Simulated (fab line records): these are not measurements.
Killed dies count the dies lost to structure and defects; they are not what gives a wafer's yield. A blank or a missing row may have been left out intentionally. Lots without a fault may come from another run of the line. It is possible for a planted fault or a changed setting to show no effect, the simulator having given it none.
Which tool is to blame? :: flow sfq-line :: 14 lots with 42 wafers sampled at 4 steps, on a route of 325 steps

== WHAT THE GAUGES READ, wafer by wafer ==
SFQ_R5_THK_MEAS_934: measures by xrf.
lot: L816
measured: day 50 07:23
on: film-metro-02
R5_MONX_THK (nm): 39.9 39.6 40.5

lot: L817
measured: day 50 10:23
on: film-metro-02
R5_MONX_THK (nm): 40.2 39.8 40.0

lot: L818
measured: day 50 13:23
on: film-metro-02
R5_MONX_THK (nm): 40.0 39.9 39.7

lot: L819
measured: day 50 14:16
on: film-metro-01
R5_MONX_THK (nm): 39.2 40.4 39.3

lot: L820
measured: day 55 16:10
on: film-metro-02
R5_MONX_THK (nm): 40.5 40.5 40.8

lot: L822
measured: day 56 03:52
on: film-metro-03
R5_MONX_THK (nm): 40.7 40.0 39.8

lot: L824
measured: day 57 01:13
on: film-metro-02
R5_MONX_THK (nm): 40.3 40.3 40.3

lot: L828
measured: day 63 20:36
on: film-metro-02
R5_MONX_THK (nm): 40.8 40.7 40.8

lot: L829
measured: day 63 23:50
on: film-metro-02
R5_MONX_THK (nm): 40.7 40.9 40.6

lot: L830
measured: day 64 02:52
on: film-metro-03
R5_MONX_THK (nm): 38.8 39.0 39.1

lot: L833
measured: day 65 12:19
on: film-metro-01
R5_MONX_THK (nm): 39.5 39.3 39.5

lot: L834
measured: day 65 18:04
on: film-metro-03
R5_MONX_THK (nm): 39.4 39.6 39.9

lot: L836
measured: day 66 09:32
on: film-metro-03
R5_MONX_THK (nm): 39.5 39.5 39.8

lot: L839
measured: day 67 03:32
on: film-metro-01
R5_MONX_THK (nm): 40.1 39.9 40.0

== TOOL THAT RAN EACH LOT (tool first, then ch and the chambers of the sampled wafers, then the start) ==
lot: L816
SFQ_TRILAYER_I0_CMP_CMP_028: cmp-01 ch 1,2, day 11 08:32
SFQ_TRILAYER_I0_METRO_MEASURE_029: film-metro-03, day 11 11:40
SFQ_TRILAYER_I0_VIA_ETCH_VIA_ETCH_034: rie-diel-01 ch 0,1,2, day 15 21:09

lot: L817
SFQ_TRILAYER_I0_CMP_CMP_028: cmp-02 ch 0,1,2, day 11 11:00
SFQ_TRILAYER_I0_METRO_MEASURE_029: film-metro-04, day 11 14:07
SFQ_TRILAYER_I0_VIA_ETCH_VIA_ETCH_034: rie-diel-03 ch 1,2,3, day 16 00:45

lot: L818
SFQ_TRILAYER_I0_CMP_CMP_028: cmp-02 ch 0,2,3, day 11 14:00
SFQ_TRILAYER_I0_METRO_MEASURE_029: film-metro-04, day 11 17:07
SFQ_TRILAYER_I0_VIA_ETCH_VIA_ETCH_034: rie-diel-01 ch 0,2,3, day 16 07:57

lot: L819
SFQ_TRILAYER_I0_CMP_CMP_028: cmp-02 ch 0,2, day 11 21:50
SFQ_TRILAYER_I0_METRO_MEASURE_029: film-metro-04, day 12 01:22
SFQ_TRILAYER_I0_VIA_ETCH_VIA_ETCH_034: rie-diel-01 ch 0,1,2, day 16 16:52

lot: L820
SFQ_TRILAYER_I0_CMP_CMP_028: cmp-02 ch 1,2, day 12 09:50
SFQ_TRILAYER_I0_METRO_MEASURE_029: film-metro-02, day 12 13:34
SFQ_TRILAYER_I0_VIA_ETCH_VIA_ETCH_034: rie-diel-03 ch 1,2, day 17 14:11

lot: L822
SFQ_TRILAYER_I0_CMP_CMP_028: cmp-02 ch 0,1, day 13 09:50
SFQ_TRILAYER_I0_METRO_MEASURE_029: film-metro-03, day 13 13:22
SFQ_TRILAYER_I0_VIA_ETCH_VIA_ETCH_034: rie-diel-01 ch 2,3, day 18 22:35

lot: L824
SFQ_TRILAYER_I0_CMP_CMP_028: cmp-01 ch 0,2, day 13 21:35
SFQ_TRILAYER_I0_METRO_MEASURE_029: film-metro-04, day 14 00:54
SFQ_TRILAYER_I0_VIA_ETCH_VIA_ETCH_034: rie-diel-01 ch 0,1, day 19 10:35

lot: L828
SFQ_TRILAYER_I0_CMP_CMP_028: cmp-02 ch 2,3, day 14 21:35
SFQ_TRILAYER_I0_METRO_MEASURE_029: film-metro-02, day 15 00:36
SFQ_TRILAYER_I0_VIA_ETCH_VIA_ETCH_034: rie-diel-03 ch 1,2,3, day 21 02:14

lot: L829
SFQ_TRILAYER_I0_CMP_CMP_028: cmp-02 ch 1,2,3, day 15 04:04
SFQ_TRILAYER_I0_METRO_MEASURE_029: film-metro-02, day 15 07:23
SFQ_TRILAYER_I0_VIA_ETCH_VIA_ETCH_034: rie-diel-03 ch 0,2, day 21 11:50

lot: L830
SFQ_TRILAYER_I0_CMP_CMP_028: cmp-01 ch 0,1, day 15 11:53
SFQ_TRILAYER_I0_METRO_MEASURE_029: film-metro-03, day 15 15:07
SFQ_TRILAYER_I0_VIA_ETCH_VIA_ETCH_034: rie-diel-01 ch 1,2,3, day 21 21:29

lot: L833
SFQ_TRILAYER_I0_CMP_CMP_028: cmp-02 ch 2,3, day 16 10:09
SFQ_TRILAYER_I0_METRO_MEASURE_029: film-metro-02, day 16 13:28
SFQ_TRILAYER_I0_VIA_ETCH_VIA_ETCH_034: rie-diel-03 ch 1,2, day 22 19:09

lot: L834
SFQ_TRILAYER_I0_CMP_CMP_028: cmp-02 ch 0,1,2, day 16 14:20
SFQ_TRILAYER_I0_METRO_MEASURE_029: film-metro-03, day 16 17:39
SFQ_TRILAYER_I0_VIA_ETCH_VIA_ETCH_034: rie-diel-01 ch 0,2,3, day 22 22:45

lot: L836
SFQ_TRILAYER_I0_CMP_CMP_028: cmp-01 ch 0,1,2, day 17 11:35
SFQ_TRILAYER_I0_METRO_MEASURE_029: film-metro-03, day 17 14:42
SFQ_TRILAYER_I0_VIA_ETCH_VIA_ETCH_034: rie-diel-02 ch 0,1,3, day 23 13:09

lot: L839
SFQ_TRILAYER_I0_CMP_CMP_028: cmp-01 ch 0,2,3, day 18 21:58
SFQ_TRILAYER_I0_METRO_MEASURE_029: film-metro-02, day 19 01:05
SFQ_TRILAYER_I0_VIA_ETCH_VIA_ETCH_034: rie-diel-03 ch 1,2,3, day 24 23:57
- SFQ_TRILAYER_I0_CMP_CMP_028: polishes SiO2.
- SFQ_TRILAYER_I0_METRO_MEASURE_029
- SFQ_TRILAYER_I0_VIA_ETCH_VIA_ETCH_034: etches SiO2 in CHF3, stops on Nb, target depth 260 nm.

== AS READ BY THE TOOLS THEMSELVES (means over the sampled wafers that have a number; for cases with no such wafer, the mark the record gives instead) ==
SFQ_TRILAYER_I0_CMP_CMP_028.
lot: L816
tool: cmp-01
motor-current-A (A): 11.0
slurry-flow-ml-min: 149.6
time-to-endpoint-s (s): 210

lot: L817
tool: cmp-02
motor-current-A (A): 9.5
slurry-flow-ml-min: 149.9
time-to-endpoint-s (s): 221

lot: L818
tool: cmp-02
motor-current-A (A): 9.6
slurry-flow-ml-min: 150.4
time-to-endpoint-s (s): 210

lot: L819
tool: cmp-02
motor-current-A (A): 10.1
slurry-flow-ml-min: 149.5
time-to-endpoint-s (s): 214

lot: L820
tool: cmp-02
motor-current-A (A): 9.3
slurry-flow-ml-min: 150.0
time-to-endpoint-s (s): 224

lot: L822
tool: cmp-02
motor-current-A (A): 9.3
slurry-flow-ml-min: 150.0
time-to-endpoint-s (s): 220

lot: L824
tool: cmp-01
motor-current-A (A): 10.1
slurry-flow-ml-min: 150.1
time-to-endpoint-s (s): 201

lot: L828
tool: cmp-02
motor-current-A (A): 10.3
slurry-flow-ml-min: 150.4
time-to-endpoint-s (s): 219

lot: L829
tool: cmp-02
motor-current-A (A): 9.9
slurry-flow-ml-min: 150.5
time-to-endpoint-s (s): 225

lot: L830
tool: cmp-01
motor-current-A (A): 11.6
slurry-flow-ml-min: 149.8
time-to-endpoint-s (s): 214

lot: L833
tool: cmp-02
motor-current-A (A): 10.1
slurry-flow-ml-min: 150.3
time-to-endpoint-s (s): 223

lot: L834
tool: cmp-02
motor-current-A (A): 9.7
slurry-flow-ml-min: 149.8
time-to-endpoint-s (s): 228

lot: L836
tool: cmp-01
motor-current-A (A): 10.7
slurry-flow-ml-min: 150.1
time-to-endpoint-s (s): 212

lot: L839
tool: cmp-01
motor-current-A (A): 9.5
slurry-flow-ml-min: 150.0
time-to-endpoint-s (s): 212

SFQ_TRILAYER_I0_METRO_MEASURE_029.
lot: L816
tool: film-metro-03
thk-nm (nm): 198.9

lot: L817
tool: film-metro-04
thk-nm (nm): 201.1

lot: L818
tool: film-metro-04
thk-nm (nm): 200.5

lot: L819
tool: film-metro-04
thk-nm (nm): 199.4

lot: L820
tool: film-metro-02
thk-nm (nm): 199.6

lot: L822
tool: film-metro-03
thk-nm (nm): 200.9

lot: L824
tool: film-metro-04
thk-nm (nm): 198.3

lot: L828
tool: film-metro-02
thk-nm (nm): 199.8

lot: L829
tool: film-metro-02
thk-nm (nm): 200.6

lot: L830
tool: film-metro-03
thk-nm (nm): 198.4

lot: L833
tool: film-metro-02
thk-nm (nm): 194.5

lot: L834
tool: film-metro-03
thk-nm (nm): 195.8

lot: L836
tool: film-metro-03
thk-nm (nm): 199.1

lot: L839
tool: film-metro-02
thk-nm (nm): 198.6

SFQ_TRILAYER_I0_VIA_ETCH_VIA_ETCH_034.
lot: L816
tool: rie-diel-01
drypump-motor-current-A (A): 5.4
oes-product-au (a.u.): 0.853

lot: L817
tool: rie-diel-03
drypump-motor-current-A (A): 6.0
oes-product-au (a.u.): 0.857

lot: L818
tool: rie-diel-01
drypump-motor-current-A (A): 5.7
oes-product-au (a.u.): 0.859

lot: L819
tool: rie-diel-01
drypump-motor-current-A (A): 5.4
oes-product-au (a.u.): 0.857

lot: L820
tool: rie-diel-03
drypump-motor-current-A (A): 5.9
oes-product-au (a.u.): 0.853

lot: L822
tool: rie-diel-01
drypump-motor-current-A (A): 5.6
oes-product-au (a.u.): 0.854

lot: L824
tool: rie-diel-01
drypump-motor-current-A (A): 5.4
oes-product-au (a.u.): 0.845

lot: L828
tool: rie-diel-03
drypump-motor-current-A (A): 6.0
oes-product-au (a.u.): 0.856

lot: L829
tool: rie-diel-03
drypump-motor-current-A (A): 5.5
oes-product-au (a.u.): 0.858

lot: L830
tool: rie-diel-01
drypump-motor-current-A (A): 5.7
oes-product-au (a.u.): 0.847

lot: L833
tool: rie-diel-03
drypump-motor-current-A (A): 5.9
oes-product-au (a.u.): 0.838

lot: L834
tool: rie-diel-01
drypump-motor-current-A (A): 5.6
oes-product-au (a.u.): 0.841

lot: L836
tool: rie-diel-02
drypump-motor-current-A (A): 5.5
oes-product-au (a.u.): 0.854

lot: L839
tool: rie-diel-03
drypump-motor-current-A (A): 6.0
oes-product-au (a.u.): 0.857

== THE ANSWER, worked out from the rows above alone ==
Rule: what is usual is taken from the lots themselves. The widest of any qualifying gaps counts: lots, ordered by their means at a reading, are off when they make up no more than a third of the lots, leave a main group of 4 or more, and stand apart from it by 3 or more times the standard deviation of that group's means. The tables above print the reading to a certain number of digits; a main group whose means all agree to those digits is not used. Also off: a lot with no number at a reading for which 4 or more lots have one. All remaining lots with rows at the step are treated as sound. First the gauges in route order, then the tools' own readings, where a lot's mean is used as printed above. The first step at which some lot is off is used, and at that step the reading that is off furthest; a lot without a number counts as furthest.
No lot is off at any reading shown: from this, nothing can be told.

== WHAT THE SIMULATOR HAD PUT IN ==
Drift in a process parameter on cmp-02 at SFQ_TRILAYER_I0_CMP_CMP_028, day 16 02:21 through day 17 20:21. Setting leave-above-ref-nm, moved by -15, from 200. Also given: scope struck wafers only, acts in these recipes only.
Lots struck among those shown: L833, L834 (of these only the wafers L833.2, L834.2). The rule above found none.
